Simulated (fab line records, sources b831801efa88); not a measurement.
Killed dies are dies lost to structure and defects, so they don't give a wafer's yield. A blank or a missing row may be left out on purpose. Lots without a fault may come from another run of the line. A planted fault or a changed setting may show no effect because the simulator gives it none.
Which tool did it? | flow sfq_line | 13 lots, 39 wafers sampled, at 3 steps of a route of 325

WHAT THE GAUGES READ, wafer by wafer
SFQ_R5_RS_MEAS_933: measures by four-point-probe.
lot  | measured     | on            | R5_MONX_RS (ohm/sq)
L254 | day 48 02:30 | film_metro-01 | 6.91 6.98 6.95
L255 | day 48 12:49 | film_metro-02 | 6.80 7.11 7.08
L256 | day 48 21:49 | film_metro-01 | 7.13 7.14 7.12
L257 | day 49 06:56 | film_metro-03 | 7.23 6.97 7.00
L259 | day 50 19:02 | film_metro-02 | 7.08 7.20 7.07
L260 | day 51 05:41 | film_metro-01 | 6.95 6.97 6.98
L261 | day 51 16:04 | film_metro-03 | 7.20 7.07 7.00
L262 | day 51 22:03 | film_metro-03 | 7.25 7.04 7.15
L264 | day 52 14:43 | film_metro-03 | 7.11 7.08 7.03
L265 | day 52 18:44 | film_metro-03 | 7.08 7.33 7.31
L266 | day 52 23:42 | film_metro-03 | 6.92 6.92 7.75
L270 | day 54 00:41 | film_metro-01 | 7.08 6.97 6.91
L275 | day 55 03:51 | film_metro-02 | 7.02 7.04 7.11

SFQ_R5_THK_MEAS_934: measures by xrf.
lot  | measured     | on            | R5_MONX_THK (nm)
L254 | day 48 02:37 | film_metro-01 | 39.5 39.1 39.1
L255 | day 48 12:56 | film_metro-02 | 40.7 38.7 38.9
L256 | day 48 21:56 | film_metro-01 | 38.4 38.8 38.4
L257 | day 49 07:03 | film_metro-03 | 38.5 40.4 40.1
L259 | day 50 19:09 | film_metro-02 | 39.0 38.4 39.2
L260 | day 51 05:48 | film_metro-01 | 39.0 39.1 39.0
L261 | day 51 16:10 | film_metro-03 | 38.2 39.2 39.4
L262 | day 51 22:10 | film_metro-03 | 38.0 39.4 38.5
L264 | day 52 14:49 | film_metro-03 | 39.0 39.1 39.6
L265 | day 52 18:52 | film_metro-03 | 38.8 37.7 37.9
L266 | day 52 23:49 | film_metro-03 | 40.0 40.1 35.3
L270 | day 54 00:48 | film_metro-01 | 38.5 39.3 39.4
L275 | day 55 03:58 | film_metro-02 | 39.3 39.5 38.9

WHICH TOOL RAN EACH LOT (tool, then ch and the chambers of the sampled wafers, then the start)
lot  | SFQ_TRILAYER_R5_DEP_SPUTTER_133
L254 | pvd_sputter-05, day 48 02:25
L255 | pvd_sputter-03, day 48 12:44
L256 | pvd_sputter-04, day 48 21:44
L257 | pvd_sputter-03, day 49 06:51
L259 | pvd_sputter-03, day 50 18:58
L260 | pvd_sputter-05, day 51 05:36
L261 | pvd_sputter-03, day 51 15:58
L262 | pvd_sputter-03, day 51 21:58
L264 | pvd_sputter-03, day 52 14:36
L265 | pvd_sputter-03, day 52 18:40
L266 | pvd_sputter-03, day 52 23:36
L270 | pvd_sputter-05, day 54 00:36
L275 | pvd_sputter-04, day 55 03:47
- SFQ_TRILAYER_R5_DEP_SPUTTER_133: material MoNx, target thk 40 nm, time 66.7 s.

WHAT THE TOOLS THEMSELVES READ (means of the sampled wafers that have a number; where no wafer has one, the mark that the record gives instead)
SFQ_TRILAYER_R5_DEP_SPUTTER_133.
lot  | tool           | chamber_pressure_pa (Pa) | throttle_valve_pct (%)
L254 | pvd_sputter-05 | 0.3997                   | 30.1
L255 | pvd_sputter-03 | 0.4001                   | 30.3
L256 | pvd_sputter-04 | 0.3999                   | 30.1
L257 | pvd_sputter-03 | 0.3997                   | 30.5
L259 | pvd_sputter-03 | 0.4003                   | 29.6
L260 | pvd_sputter-05 | 0.4000                   | 29.9
L261 | pvd_sputter-03 | 0.4004                   | 30.0
L262 | pvd_sputter-03 | 0.3993                   | 30.2
L264 | pvd_sputter-03 | 0.4002                   | 30.7
L265 | pvd_sputter-03 | 0.3999                   | 30.2
L266 | pvd_sputter-03 | 0.4001                   | 31.0
L270 | pvd_sputter-05 | 0.4005                   | 30.1
L275 | pvd_sputter-04 | 0.3996                   | 29.4

THE ANSWER, worked out from the rows above alone
Rule: what is usual is taken from the lots themselves. Put in order of their means at a reading, lots are off if they are a third of the lots or fewer, leave a main group of 4 or more, and stand apart from it by a gap of 3 or more times the standard deviation of the main group's means; of several such gaps the widest counts. A main group whose means are all the same, to the digits that the tables above print for the reading, isn't used. A lot without any number at a reading at which 4 lots or more have one is off too. The other lots that the step has rows for count as sound. The gauges are gone through in route order, then the tools' own readings, and for those a lot's mean is taken as printed above. The first step at which some lot is off is used, and at that step the reading that is off furthest; a lot without a number counts as furthest.
No lot is off at any reading shown: from this, nothing can be told.

WHAT THE SIMULATOR HAD PUT IN
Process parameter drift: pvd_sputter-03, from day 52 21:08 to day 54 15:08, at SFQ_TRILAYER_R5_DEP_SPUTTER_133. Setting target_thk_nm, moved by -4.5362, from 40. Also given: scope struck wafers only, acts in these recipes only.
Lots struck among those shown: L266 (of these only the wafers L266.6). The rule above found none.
